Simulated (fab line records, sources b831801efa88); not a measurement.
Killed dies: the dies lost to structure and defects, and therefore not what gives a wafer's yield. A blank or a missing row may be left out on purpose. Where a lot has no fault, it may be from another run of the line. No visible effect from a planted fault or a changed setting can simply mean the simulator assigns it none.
fab line records / flow sky130
record lots=13 wafers=39 last_day=50
route steps=708 shown METAL4@600 CAP2M@607 VIA4@641 PAD_OPEN@708
lots that met no fault: from a run of the same line without faults
start_h: hours from the record's first day to the start of the lot's first wafer shown / wait_h: hours since the lot's step before / " unchanged from the row above / L1.1+2: a single row standing in for several wafers / - no value, or no start was given / * or withheld: withheld / < > ~ a bound
route shown NAME@n: names a module that has steps shown in the file, with the first one's number in the route / usual: mean/standard deviation taken from wafers without a fault / same: alike in all rows / chamber/n: place in a boat / sites: the reading at each site / _std_site: standard deviation of those values / _edge_site: the outer-site mean with the inner-site mean subtracted / radius_mm: for every site, how far away it sits from the centre of the wafer / mask NAME#n: copy n / behind: the last tool/chamber to shape the wafer / hold: why the lot went on hold/how many hours it stayed there/how the hold came to an end / device: names the non-switching transistor (n, p or np) / end of line: the same wafers' tests at the end of the route / step lacking rows: just its recipe / killed: count of dies lost to structure and defects at first sort (not the wafer's yield) / map: a wafer's dies, x killed, . not, _ none there
set.NAME: the run value of the setting; set.NAME@STEP: its run value at that earlier step / model.NAME: the simulator's own value behind a step, which no gauge read
one table for each step of the route and one row for each wafer, over a sample of lots
services: a tool's chamber out of use, with start hour (start_h, from the record's first day; less than 0 if before it), hours out, and reason
## steps
# step SKY_METAL4_SPUTTER_02
# recipe material=AlCu target_thk_nm=735 power_w=10600 time_s=39.1 chamber_pressure_pa=0.4
# usual throttle_valve_pct=30.8/1.1
lot.wafer=L578.2 tool=pvd_sputter-04 chamber=- start_h=933.58 wait_h=0.0 throttle_valve_pct=32.6
lot.wafer=L578.4 tool=pvd_sputter-04 chamber=- start_h=933.58 wait_h=0.0 throttle_valve_pct=31.7
lot.wafer=L578.5 tool=pvd_sputter-04 chamber=- start_h=933.58 wait_h=0.0 throttle_valve_pct=29.4
lot.wafer=L579.1 tool=pvd_sputter-02 chamber=- start_h=935.60 wait_h=0.0 throttle_valve_pct=30.4
lot.wafer=L579.2 tool=pvd_sputter-02 chamber=- start_h=935.60 wait_h=0.0 throttle_valve_pct=29.7
lot.wafer=L579.3 tool=pvd_sputter-02 chamber=- start_h=935.60 wait_h=0.0 throttle_valve_pct=29.1
lot.wafer=L580.1 tool=pvd_sputter-02 chamber=- start_h=944.85 wait_h=0.0 throttle_valve_pct=29.1
lot.wafer=L580.2 tool=pvd_sputter-02 chamber=- start_h=944.85 wait_h=0.0 throttle_valve_pct=30.8
lot.wafer=L580.6 tool=pvd_sputter-02 chamber=- start_h=944.85 wait_h=0.0 throttle_valve_pct=30.4
lot.wafer=L582.2 tool=pvd_sputter-04 chamber=- start_h=963.85 wait_h=0.0 throttle_valve_pct=31.3
lot.wafer=L582.5 tool=pvd_sputter-04 chamber=- start_h=963.85 wait_h=0.0 throttle_valve_pct=29.5
lot.wafer=L582.6 tool=pvd_sputter-04 chamber=- start_h=963.85 wait_h=0.0 throttle_valve_pct=31.8
lot.wafer=L583.1 tool=pvd_sputter-03 chamber=- start_h=967.15 wait_h=0.0 throttle_valve_pct=32.1
lot.wafer=L583.3 tool=pvd_sputter-03 chamber=- start_h=967.15 wait_h=0.0 throttle_valve_pct=31.9
lot.wafer=L583.6 tool=pvd_sputter-03 chamber=- start_h=967.15 wait_h=0.0 throttle_valve_pct=31.7
lot.wafer=L584.1 tool=pvd_sputter-04 chamber=- start_h=982.60 wait_h=0.0 throttle_valve_pct=31.9
lot.wafer=L584.4 tool=pvd_sputter-04 chamber=- start_h=982.60 wait_h=0.0 throttle_valve_pct=29.4
lot.wafer=L584.5 tool=pvd_sputter-04 chamber=- start_h=982.60 wait_h=0.0 throttle_valve_pct=29.5
lot.wafer=L585.1 tool=pvd_sputter-04 chamber=- start_h=991.99 wait_h=0.0 throttle_valve_pct=29.4
lot.wafer=L585.2 tool=pvd_sputter-04 chamber=- start_h=991.99 wait_h=0.0 throttle_valve_pct=31.0
lot.wafer=L585.4 tool=pvd_sputter-04 chamber=- start_h=991.99 wait_h=0.0 throttle_valve_pct=32.6
lot.wafer=L590.1 tool=pvd_sputter-02 chamber=- start_h=1025.30 wait_h=0.0 throttle_valve_pct=29.9
lot.wafer=L590.2 tool=pvd_sputter-02 chamber=- start_h=1025.30 wait_h=0.0 throttle_valve_pct=30.4
lot.wafer=L590.5 tool=pvd_sputter-02 chamber=- start_h=1025.30 wait_h=0.0 throttle_valve_pct=31.2
lot.wafer=L594.3 tool=pvd_sputter-02 chamber=- start_h=1055.91 wait_h=0.0 throttle_valve_pct=29.1
lot.wafer=L594.5 tool=pvd_sputter-02 chamber=- start_h=1055.91 wait_h=0.0 throttle_valve_pct=29.1
lot.wafer=L594.6 tool=pvd_sputter-02 chamber=- start_h=1055.91 wait_h=0.0 throttle_valve_pct=29.8
lot.wafer=L596.1 tool=pvd_sputter-04 chamber=- start_h=1062.00 wait_h=0.0 throttle_valve_pct=32.6
lot.wafer=L596.3 tool=pvd_sputter-04 chamber=- start_h=1062.00 wait_h=0.0 throttle_valve_pct=30.9
lot.wafer=L596.4 tool=pvd_sputter-04 chamber=- start_h=1062.00 wait_h=0.0 throttle_valve_pct=32.0
lot.wafer=L599.3 tool=pvd_sputter-03 chamber=- start_h=1069.84 wait_h=0.0 throttle_valve_pct=32.1
lot.wafer=L599.4 tool=pvd_sputter-03 chamber=- start_h=1069.84 wait_h=0.0 throttle_valve_pct=31.8
lot.wafer=L599.6 tool=pvd_sputter-03 chamber=- start_h=1069.84 wait_h=0.0 throttle_valve_pct=30.1
lot.wafer=L600.1 tool=pvd_sputter-03 chamber=- start_h=1083.79 wait_h=0.0 throttle_valve_pct=30.3
lot.wafer=L600.2 tool=pvd_sputter-03 chamber=- start_h=1083.79 wait_h=0.0 throttle_valve_pct=31.8
lot.wafer=L600.3 tool=pvd_sputter-03 chamber=- start_h=1083.79 wait_h=0.0 throttle_valve_pct=29.9
lot.wafer=L601.2 tool=pvd_sputter-03 chamber=- start_h=1086.73 wait_h=0.0 throttle_valve_pct=30.5
lot.wafer=L601.4 tool=pvd_sputter-03 chamber=- start_h=1086.73 wait_h=0.0 throttle_valve_pct=32.0
lot.wafer=L601.5 tool=pvd_sputter-03 chamber=- start_h=1086.73 wait_h=0.0 throttle_valve_pct=30.4
# step SKY_CAP2M_THK_MEAS_04
# recipe thk_meas_gauge=xrf reads=TiN_of_CAP2M_SPUTTER_02
# usual CAP2M_TIN_THK=199.6/2.3
lot.wafer=L578.2 tool=film_metro-01 chamber=- start_h=934.01 wait_h=0.1 CAP2M_TIN_THK[nm]=198.1
lot.wafer=L578.4 tool=film_metro-01 chamber=- start_h=934.01 wait_h=0.1 CAP2M_TIN_THK[nm]=197.6
lot.wafer=L578.5 tool=film_metro-01 chamber=- start_h=934.01 wait_h=0.1 CAP2M_TIN_THK[nm]=197.2
lot.wafer=L579.1 tool=film_metro-01 chamber=- start_h=936.02 wait_h=0.1 CAP2M_TIN_THK[nm]=201.4
lot.wafer=L579.2 tool=film_metro-01 chamber=- start_h=936.02 wait_h=0.1 CAP2M_TIN_THK[nm]=203.9
lot.wafer=L579.3 tool=film_metro-01 chamber=- start_h=936.02 wait_h=0.1 CAP2M_TIN_THK[nm]=201.0
lot.wafer=L580.1 tool=film_metro-01 chamber=- start_h=945.27 wait_h=0.1 CAP2M_TIN_THK[nm]=195.7
lot.wafer=L580.2 tool=film_metro-01 chamber=- start_h=945.27 wait_h=0.1 CAP2M_TIN_THK[nm]=198.0
lot.wafer=L580.6 tool=film_metro-01 chamber=- start_h=945.27 wait_h=0.1 CAP2M_TIN_THK[nm]=198.2
lot.wafer=L582.2 tool=film_metro-03 chamber=- start_h=964.28 wait_h=0.1 CAP2M_TIN_THK[nm]=202.1
lot.wafer=L582.5 tool=film_metro-03 chamber=- start_h=964.28 wait_h=0.1 CAP2M_TIN_THK[nm]=198.3
lot.wafer=L582.6 tool=film_metro-03 chamber=- start_h=964.28 wait_h=0.1 CAP2M_TIN_THK[nm]=200.9
lot.wafer=L583.1 tool=film_metro-03 chamber=- start_h=967.57 wait_h=0.1 CAP2M_TIN_THK[nm]=199.8
lot.wafer=L583.3 tool=film_metro-03 chamber=- start_h=967.57 wait_h=0.1 CAP2M_TIN_THK[nm]=200.6
lot.wafer=L583.6 tool=film_metro-03 chamber=- start_h=967.57 wait_h=0.1 CAP2M_TIN_THK[nm]=201.2
lot.wafer=L584.1 tool=film_metro-04 chamber=- start_h=983.02 wait_h=0.1 CAP2M_TIN_THK[nm]=200.1
lot.wafer=L584.4 tool=film_metro-04 chamber=- start_h=983.02 wait_h=0.1 CAP2M_TIN_THK[nm]=202.4
lot.wafer=L584.5 tool=film_metro-04 chamber=- start_h=983.02 wait_h=0.1 CAP2M_TIN_THK[nm]=201.2
lot.wafer=L585.1 tool=film_metro-03 chamber=- start_h=992.40 wait_h=0.1 CAP2M_TIN_THK[nm]=200.7
lot.wafer=L585.2 tool=film_metro-03 chamber=- start_h=992.40 wait_h=0.1 CAP2M_TIN_THK[nm]=198.3
lot.wafer=L585.4 tool=film_metro-03 chamber=- start_h=992.40 wait_h=0.1 CAP2M_TIN_THK[nm]=200.0
lot.wafer=L590.1 tool=film_metro-03 chamber=- start_h=1025.72 wait_h=0.1 CAP2M_TIN_THK[nm]=204.5
lot.wafer=L590.2 tool=film_metro-03 chamber=- start_h=1025.72 wait_h=0.1 CAP2M_TIN_THK[nm]=204.9
lot.wafer=L590.5 tool=film_metro-03 chamber=- start_h=1025.72 wait_h=0.1 CAP2M_TIN_THK[nm]=204.4
lot.wafer=L594.3 tool=film_metro-04 chamber=- start_h=1056.35 wait_h=0.1 CAP2M_TIN_THK[nm]=200.7
lot.wafer=L594.5 tool=film_metro-04 chamber=- start_h=1056.35 wait_h=0.1 CAP2M_TIN_THK[nm]=200.8
lot.wafer=L594.6 tool=film_metro-04 chamber=- start_h=1056.35 wait_h=0.1 CAP2M_TIN_THK[nm]=197.4
lot.wafer=L596.1 tool=film_metro-04 chamber=- start_h=1062.41 wait_h=0.1 CAP2M_TIN_THK[nm]=200.3
lot.wafer=L596.3 tool=film_metro-04 chamber=- start_h=1062.41 wait_h=0.1 CAP2M_TIN_THK[nm]=200.8
lot.wafer=L596.4 tool=film_metro-04 chamber=- start_h=1062.41 wait_h=0.1 CAP2M_TIN_THK[nm]=200.5
lot.wafer=L599.3 tool=film_metro-03 chamber=- start_h=1070.27 wait_h=0.1 CAP2M_TIN_THK[nm]=199.4
lot.wafer=L599.4 tool=film_metro-03 chamber=- start_h=1070.27 wait_h=0.1 CAP2M_TIN_THK[nm]=205.0
lot.wafer=L599.6 tool=film_metro-03 chamber=- start_h=1070.27 wait_h=0.1 CAP2M_TIN_THK[nm]=201.9
lot.wafer=L600.1 tool=film_metro-04 chamber=- start_h=1084.20 wait_h=0.1 CAP2M_TIN_THK[nm]=199.1
lot.wafer=L600.2 tool=film_metro-04 chamber=- start_h=1084.20 wait_h=0.1 CAP2M_TIN_THK[nm]=203.1
lot.wafer=L600.3 tool=film_metro-04 chamber=- start_h=1084.20 wait_h=0.1 CAP2M_TIN_THK[nm]=199.2
lot.wafer=L601.2 tool=film_metro-03 chamber=- start_h=1087.16 wait_h=0.1 CAP2M_TIN_THK[nm]=198.1
lot.wafer=L601.4 tool=film_metro-03 chamber=- start_h=1087.16 wait_h=0.1 CAP2M_TIN_THK[nm]=199.1
lot.wafer=L601.5 tool=film_metro-03 chamber=- start_h=1087.16 wait_h=0.1 CAP2M_TIN_THK[nm]=199.9
# step SKY_METAL4_ETCH_17
# recipe target=SiO2 stop_on=TiN chemistry=C4F8/O2/Ar source_w=1500 bias_w=1200 pressure_mtorr=40 c4f8_flow_sccm=withheld O2_flow_sccm=6 Ar_flow_sccm=300 time_s=3.9 target_depth_a=150
# usual oes_product_au=0.756/0.0073
lot.wafer=L578.2 tool=rie_diel-02 chamber=3 start_h=983.66 wait_h=0.1 oes_product_au=0.758 rf_hours_counter_h=19
lot.wafer=L578.4 tool=rie_diel-02 chamber=2 start_h=983.66 wait_h=0.1 oes_product_au=0.763 rf_hours_counter_h=14
lot.wafer=L578.5 tool=rie_diel-02 chamber=1 start_h=983.66 wait_h=0.1 oes_product_au=0.766 rf_hours_counter_h=-
lot.wafer=L579.1 tool=rie_diel-02 chamber=3 start_h=984.23 wait_h=0.1 oes_product_au=0.744 rf_hours_counter_h=19
lot.wafer=L579.2 tool=rie_diel-02 chamber=0 start_h=984.23 wait_h=0.1 oes_product_au=0.743 rf_hours_counter_h=12
lot.wafer=L579.3 tool=rie_diel-02 chamber=2 start_h=984.23 wait_h=0.1 oes_product_au=0.745 rf_hours_counter_h=14
lot.wafer=L580.1 tool=rie_diel-02 chamber=2 start_h=993.36 wait_h=0.1 oes_product_au=0.752 rf_hours_counter_h=15
lot.wafer=L580.2 tool=rie_diel-02 chamber=0 start_h=993.36 wait_h=0.1 oes_product_au=0.748 rf_hours_counter_h=13
lot.wafer=L580.6 tool=rie_diel-02 chamber=0 start_h=993.36 wait_h=0.1 oes_product_au=0.749 rf_hours_counter_h=-
lot.wafer=L582.2 tool=rie_diel-02 chamber=1 start_h=1012.31 wait_h=0.1 oes_product_au=0.752 rf_hours_counter_h=18
lot.wafer=L582.5 tool=rie_diel-02 chamber=3 start_h=1012.31 wait_h=0.1 oes_product_au=0.759 rf_hours_counter_h=-
lot.wafer=L582.6 tool=rie_diel-02 chamber=0 start_h=1012.31 wait_h=0.1 oes_product_au=0.765 rf_hours_counter_h=-
lot.wafer=L583.1 tool=rie_diel-02 chamber=0 start_h=1015.99 wait_h=0.2 oes_product_au=0.755 rf_hours_counter_h=14
lot.wafer=L583.3 tool=rie_diel-02 chamber=2 start_h=1015.99 wait_h=0.2 oes_product_au=0.764 rf_hours_counter_h=15
lot.wafer=L583.6 tool=rie_diel-02 chamber=0 start_h=1015.99 wait_h=0.2 oes_product_au=0.755 rf_hours_counter_h=-
lot.wafer=L584.1 tool=rie_diel-02 chamber=0 start_h=1029.79 wait_h=0.2 oes_product_au=0.752 rf_hours_counter_h=14
lot.wafer=L584.4 tool=rie_diel-02 chamber=2 start_h=1029.79 wait_h=0.2 oes_product_au=0.764 rf_hours_counter_h=16
lot.wafer=L584.5 tool=rie_diel-02 chamber=1 start_h=1029.79 wait_h=0.2 oes_product_au=0.748 rf_hours_counter_h=-
lot.wafer=L585.1 tool=rie_diel-03 chamber=2 start_h=1038.93 wait_h=0.1 oes_product_au=0.750 rf_hours_counter_h=1
lot.wafer=L585.2 tool=rie_diel-03 chamber=3 start_h=1038.93 wait_h=0.1 oes_product_au=0.762 rf_hours_counter_h=19
lot.wafer=L585.4 tool=rie_diel-03 chamber=2 start_h=1038.93 wait_h=0.1 oes_product_au=0.762 rf_hours_counter_h=-
lot.wafer=L590.1 tool=rie_diel-01 chamber=3 start_h=1070.16 wait_h=0.1 oes_product_au=0.745 rf_hours_counter_h=18
lot.wafer=L590.2 tool=rie_diel-01 chamber=2 start_h=1070.16 wait_h=0.1 oes_product_au=0.749 rf_hours_counter_h=2
lot.wafer=L590.5 tool=rie_diel-01 chamber=0 start_h=1070.16 wait_h=0.1 oes_product_au=0.755 rf_hours_counter_h=-
lot.wafer=L594.3 tool=rie_diel-02 chamber=1 start_h=1098.01 wait_h=0.0 oes_product_au=0.747 rf_hours_counter_h=21
lot.wafer=L594.5 tool=rie_diel-02 chamber=2 start_h=1098.01 wait_h=0.0 oes_product_au=0.762 rf_hours_counter_h=-
lot.wafer=L594.6 tool=rie_diel-02 chamber=3 start_h=1098.01 wait_h=0.0 oes_product_au=0.762 rf_hours_counter_h=-
lot.wafer=L596.1 tool=rie_diel-02 chamber=1 start_h=1104.61 wait_h=0.1 oes_product_au=0.754 rf_hours_counter_h=21
lot.wafer=L596.3 tool=rie_diel-02 chamber=2 start_h=1104.61 wait_h=0.1 oes_product_au=0.736 rf_hours_counter_h=18
lot.wafer=L596.4 tool=rie_diel-02 chamber=3 start_h=1104.61 wait_h=0.1 oes_product_au=0.757 rf_hours_counter_h=23
lot.wafer=L599.3 tool=rie_diel-03 chamber=3 start_h=1112.46 wait_h=0.0 oes_product_au=0.743 rf_hours_counter_h=19
lot.wafer=L599.4 tool=rie_diel-03 chamber=1 start_h=1112.46 wait_h=0.0 oes_product_au=0.768 rf_hours_counter_h=19
lot.wafer=L599.6 tool=rie_diel-03 chamber=3 start_h=1112.46 wait_h=0.0 oes_product_au=0.748 rf_hours_counter_h=-
lot.wafer=L600.1 tool=rie_diel-01 chamber=3 start_h=1123.88 wait_h=0.1 oes_product_au=0.761 rf_hours_counter_h=20
lot.wafer=L600.2 tool=rie_diel-01 chamber=2 start_h=1123.88 wait_h=0.1 oes_product_au=0.765 rf_hours_counter_h=3
lot.wafer=L600.3 tool=rie_diel-01 chamber=1 start_h=1123.88 wait_h=0.1 oes_product_au=0.759 rf_hours_counter_h=17
lot.wafer=L601.2 tool=rie_diel-01 chamber=2 start_h=1129.01 wait_h=0.1 oes_product_au=0.754 rf_hours_counter_h=3
lot.wafer=L601.4 tool=rie_diel-01 chamber=1 start_h=1129.01 wait_h=0.1 oes_product_au=0.769 rf_hours_counter_h=17
lot.wafer=L601.5 tool=rie_diel-01 chamber=0 start_h=1129.01 wait_h=0.1 oes_product_au=0.762 rf_hours_counter_h=-
# step SKY_VIA4_CMP_02
# recipe material=SiO2 down_force_psi=4 platen_rpm=60 pad_velocity_m_s=0.94248
# usual motor_current_A=11.1/1.1
lot.wafer=L578.2 tool=cmp-01 chamber=2 start_h=984.74 wait_h=0.1 motor_current_A=10.6
lot.wafer=L578.4 tool=cmp-01 chamber=0 start_h=984.74 wait_h=0.1 motor_current_A=10.5
lot.wafer=L578.5 tool=cmp-01 chamber=1 start_h=984.74 wait_h=0.1 motor_current_A=12.5
lot.wafer=L579.3 tool=cmp-02 chamber=2 start_h=985.25 wait_h=0.0 motor_current_A=10.8
lot.wafer=L579.2 tool=cmp-02 chamber=0 start_h=985.25 wait_h=0.0 motor_current_A=11.3
lot.wafer=L579.1 tool=cmp-02 chamber=1 start_h=985.25 wait_h=0.0 motor_current_A=12.6
lot.wafer=L580.1 tool=cmp-01 chamber=2 start_h=994.44 wait_h=0.1 motor_current_A=10.6
lot.wafer=L580.2 tool=cmp-01 chamber=0 start_h=994.44 wait_h=0.1 motor_current_A=10.0
lot.wafer=L580.6 tool=cmp-01 chamber=2 start_h=994.44 wait_h=0.1 motor_current_A=11.2
lot.wafer=L582.2 tool=cmp-02 chamber=3 start_h=1013.67 wait_h=0.2 motor_current_A=10.6
lot.wafer=L582.5 tool=cmp-02 chamber=0 start_h=1013.67 wait_h=0.2 motor_current_A=11.2
lot.wafer=L582.6 tool=cmp-02 chamber=1 start_h=1013.67 wait_h=0.2 motor_current_A=12.0
lot.wafer=L583.1 tool=cmp-01 chamber=0 start_h=1017.02 wait_h=0.1 motor_current_A=10.1
lot.wafer=L583.3 tool=cmp-01 chamber=2 start_h=1017.02 wait_h=0.1 motor_current_A=10.9
lot.wafer=L583.6 tool=cmp-01 chamber=1 start_h=1017.02 wait_h=0.1 motor_current_A=12.5
lot.wafer=L584.4 tool=cmp-02 chamber=3 start_h=1030.86 wait_h=0.0 motor_current_A=11.0
lot.wafer=L584.1 tool=cmp-02 chamber=1 start_h=1030.86 wait_h=0.0 motor_current_A=12.0
lot.wafer=L584.5 tool=cmp-02 chamber=0 start_h=1030.86 wait_h=0.0 motor_current_A=11.0
lot.wafer=L585.2 tool=cmp-02 chamber=1 start_h=1040.37 wait_h=0.0 motor_current_A=12.8
lot.wafer=L585.1 tool=cmp-02 chamber=2 start_h=1040.37 wait_h=0.0 motor_current_A=12.2
lot.wafer=L585.4 tool=cmp-02 chamber=3 start_h=1040.37 wait_h=0.0 motor_current_A=10.2
lot.wafer=L590.1 tool=cmp-01 chamber=3 start_h=1071.29 wait_h=0.1 motor_current_A=9.3
lot.wafer=L590.2 tool=cmp-01 chamber=0 start_h=1071.29 wait_h=0.1 motor_current_A=10.7
lot.wafer=L590.5 tool=cmp-01 chamber=2 start_h=1071.29 wait_h=0.1 motor_current_A=11.1
lot.wafer=L594.3 tool=cmp-01 chamber=0 start_h=1099.17 wait_h=0.1 motor_current_A=10.2
lot.wafer=L594.5 tool=cmp-01 chamber=2 start_h=1099.17 wait_h=0.1 motor_current_A=10.4
lot.wafer=L594.6 tool=cmp-01 chamber=3 start_h=1099.17 wait_h=0.1 motor_current_A=9.5
lot.wafer=L596.3 tool=cmp-01 chamber=3 start_h=1105.69 wait_h=0.0 motor_current_A=9.3
lot.wafer=L596.1 tool=cmp-01 chamber=0 start_h=1105.69 wait_h=0.0 motor_current_A=9.6
lot.wafer=L596.4 tool=cmp-01 chamber=1 start_h=1105.69 wait_h=0.0 motor_current_A=12.6
lot.wafer=L599.3 tool=cmp-02 chamber=1 start_h=1113.63 wait_h=0.1 motor_current_A=13.1
lot.wafer=L599.4 tool=cmp-02 chamber=2 start_h=1113.63 wait_h=0.1 motor_current_A=11.6
lot.wafer=L599.6 tool=cmp-02 chamber=0 start_h=1113.63 wait_h=0.1 motor_current_A=10.5
lot.wafer=L600.1 tool=cmp-01 chamber=0 start_h=1124.91 wait_h=0.1 motor_current_A=10.2
lot.wafer=L600.2 tool=cmp-01 chamber=1 start_h=1124.91 wait_h=0.1 motor_current_A=12.1
lot.wafer=L600.3 tool=cmp-01 chamber=2 start_h=1124.91 wait_h=0.1 motor_current_A=10.7
lot.wafer=L601.4 tool=cmp-01 chamber=2 start_h=1130.46 wait_h=0.3 motor_current_A=11.0
lot.wafer=L601.2 tool=cmp-01 chamber=0 start_h=1130.46 wait_h=0.3 motor_current_A=10.2
lot.wafer=L601.5 tool=cmp-01 chamber=2 start_h=1130.46 wait_h=0.3 motor_current_A=10.9
# step SKY_PAD_OPEN_PROBE_99
# usual killed_at_M0_to_M3=43/7.7 killed_at_M4_up=3.4/1.9 killed_at_contacts=25/5.6 killed_at_front_end=14/4.3 killed_at_other=0.2/0.5 killed_dies=86/10 killed_open=47/7.2 killed_short=39/6.7
# same gross_dies=492 killed_at_back_side=0
lot.wafer=L590.1 tool=prober-02 chamber=- start_h=1154.39 wait_h=0.1 killed_at_M0_to_M3=30 killed_at_M4_up=79 killed_at_contacts=23 killed_at_front_end=11 killed_at_other=0 killed_dies=143 killed_open=34 killed_short=32
lot.wafer=L590.2 tool=prober-02 chamber=- start_h=1154.44 wait_h=0.1 killed_at_M0_to_M3=37 killed_at_M4_up=57 killed_at_contacts=32 killed_at_front_end=8 killed_at_other=0 killed_dies=134 killed_open=47 killed_short=33
lot.wafer=L590.5 tool=prober-02 chamber=- start_h=1154.59 wait_h=0.2 killed_at_M0_to_M3=43 killed_at_M4_up=39 killed_at_contacts=17 killed_at_front_end=16 killed_at_other=0 killed_dies=115 killed_open=45 killed_short=36
lot.wafer=L594.3 tool=prober-01 chamber=- start_h=1179.60 wait_h=0.2 killed_at_M0_to_M3=37 killed_at_M4_up=57 killed_at_contacts=22 killed_at_front_end=12 killed_at_other=1 killed_dies=129 killed_open=42 killed_short=34
lot.wafer=L594.5 tool=prober-01 chamber=- start_h=1179.70 wait_h=0.2 killed_at_M0_to_M3=46 killed_at_M4_up=53 killed_at_contacts=27 killed_at_front_end=17 killed_at_other=1 killed_dies=144 killed_open=50 killed_short=43
lot.wafer=L594.6 tool=prober-01 chamber=- start_h=1179.75 wait_h=0.2 killed_at_M0_to_M3=40 killed_at_M4_up=71 killed_at_contacts=16 killed_at_front_end=12 killed_at_other=0 killed_dies=139 killed_open=44 killed_short=28
# killed by level:class
L590.1 METAL4:unspecified=77 CONTACT:geometric_particle:open=8 VIA1:geometric_particle:open=7 LI_CONTACT:geometric_particle:open=6 METAL2:geometric_particle:short=6 FIELD_ISO:geometric_particle:short=5 VIA3:geometric_particle:open=4 LI_CONTACT:geometric_particle:short=4
L590.2 METAL4:unspecified=54 VIA1:geometric_particle:open=12 LI_CONTACT:geometric_particle:open=11 CONTACT:geometric_particle:open=8 VIA1:geometric_particle:short=6 CONTACT:geometric_particle:short=5 LOCAL_INTERCONNECT:geometric_particle:short=4 VIA2:geometric_particle:open=4
L590.5 METAL4:unspecified=34 VIA1:geometric_particle:open=11 VIA3:geometric_particle:open=8 LI_CONTACT:geometric_particle:open=7 CONTACT:geometric_particle:open=6 VIA2:geometric_particle:open=6 METAL1:geometric_particle:short=5 VIA1:geometric_particle:short=4
L594.3 METAL4:unspecified=53 VIA1:geometric_particle:open=10 METAL2:geometric_particle:short=10 CONTACT:geometric_particle:open=9 FIELD_ISO:geometric_particle:open=6 VIA2:geometric_particle:open=5 CONTACT:geometric_particle:short=4 VIA3:geometric_particle:open=4
L594.5 METAL4:unspecified=51 CONTACT:geometric_particle:open=13 METAL1:geometric_particle:short=8 VIA3:geometric_particle:open=7 VIA1:geometric_particle:open=6 METAL2:geometric_particle:short=6 VIA2:geometric_particle:open=5 POLY_GATE:geometric_particle:short=4
L594.6 METAL4:unspecified=67 VIA3:geometric_particle:open=12 VIA1:geometric_particle:open=10 CONTACT:geometric_particle:open=7 FIELD_ISO:geometric_particle:short=5 METAL1:geometric_particle:short=5 CONTACT:geometric_particle:short=4 METAL4:geometric_particle:open=3
## services
tool=cmp-01 chamber=- start_h=912.00 hours=4.0 kind=pm
tool=cmp-02 chamber=- start_h=913.09 hours=3.3 kind=repair
tool=cmp-01 chamber=- start_h=916.00 hours=- kind=consumable_replace:conditioner
tool=cmp-01 chamber=- start_h=916.00 hours=- kind=consumable_replace:pad
tool=cmp-02 chamber=- start_h=919.54 hours=1.3 kind=repair
tool=cmp-02 chamber=- start_h=957.48 hours=1.2 kind=repair
tool=cmp-02 chamber=- start_h=960.74 hours=21.9 kind=repair
tool=rie_diel-03 chamber=- start_h=978.57 hours=15.6 kind=pm
tool=pvd_sputter-04 chamber=1 start_h=982.71 hours=- kind=consumable_replace:kit
tool=pvd_sputter-04 chamber=1 start_h=982.71 hours=18.0 kind=scheduled_down
tool=pvd_sputter-04 chamber=1 start_h=982.71 hours=18.0 kind=vent_cycle
tool=rie_diel-03 chamber=0 start_h=1036.26 hours=7.6 kind=repair
tool=rie_diel-01 chamber=1 start_h=1040.42 hours=63.3 kind=repair
tool=cmp-01 chamber=- start_h=1043.74 hours=5.4 kind=repair
tool=rie_diel-03 chamber=3 start_h=1044.59 hours=67.7 kind=repair
tool=rie_diel-02 chamber=1 start_h=1060.69 hours=7.9 kind=repair
tool=rie_diel-03 chamber=0 start_h=1073.54 hours=5.6 kind=repair
tool=rie_diel-01 chamber=0 start_h=1076.94 hours=6.2 kind=repair
tool=cmp-02 chamber=- start_h=1084.34 hours=4.0 kind=pm
tool=rie_diel-01 chamber=2 start_h=1087.04 hours=7.2 kind=repair
tool=cmp-01 chamber=- start_h=1087.11 hours=0.5 kind=repair
tool=cmp-01 chamber=- start_h=1091.50 hours=0.3 kind=repair
tool=rie_diel-01 chamber=3 start_h=1099.12 hours=5.6 kind=repair
tool=cmp-02 chamber=- start_h=1101.82 hours=3.9 kind=repair
## key
first_sign step=SKY_PAD_OPEN_PROBE_99 reading=killed_at_M4_up direction=up sigmas=29 usual=3.4 struck=59.3
effect step=SKY_PAD_OPEN_PROBE_99 reading=killed_dies direction=up sigmas=4.6 usual=86 struck=134
met_at SKY_METAL4_SPUTTER_02
struck_lots L590,L594
tester_left_out L590
not_acting_at SKY_CAP2M_THK_MEAS_04,SKY_METAL4_ETCH_17,SKY_VIA4_CMP_02
onset_between 944.85 1025.30
earlier_fault kind=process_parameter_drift tool=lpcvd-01 chamber=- onset_h=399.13 steps=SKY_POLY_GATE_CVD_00 channel=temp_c offset=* shape=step end_h=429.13 stated=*
fault kind=chamber_particle_source tool=pvd_sputter-02 chamber=- onset_h=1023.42 steps=SKY_METAL4_SPUTTER_02 rate_per_visit_cm2=1.8196 end_h=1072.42
# tester_left_out: of these lots the tester's yield and bins aren't shown, on N5 and GAA mostly nor the transistor test; their killed dies are dies lost to structure and defects alone, not to doping, threshold or leakage, so they don't give the yield
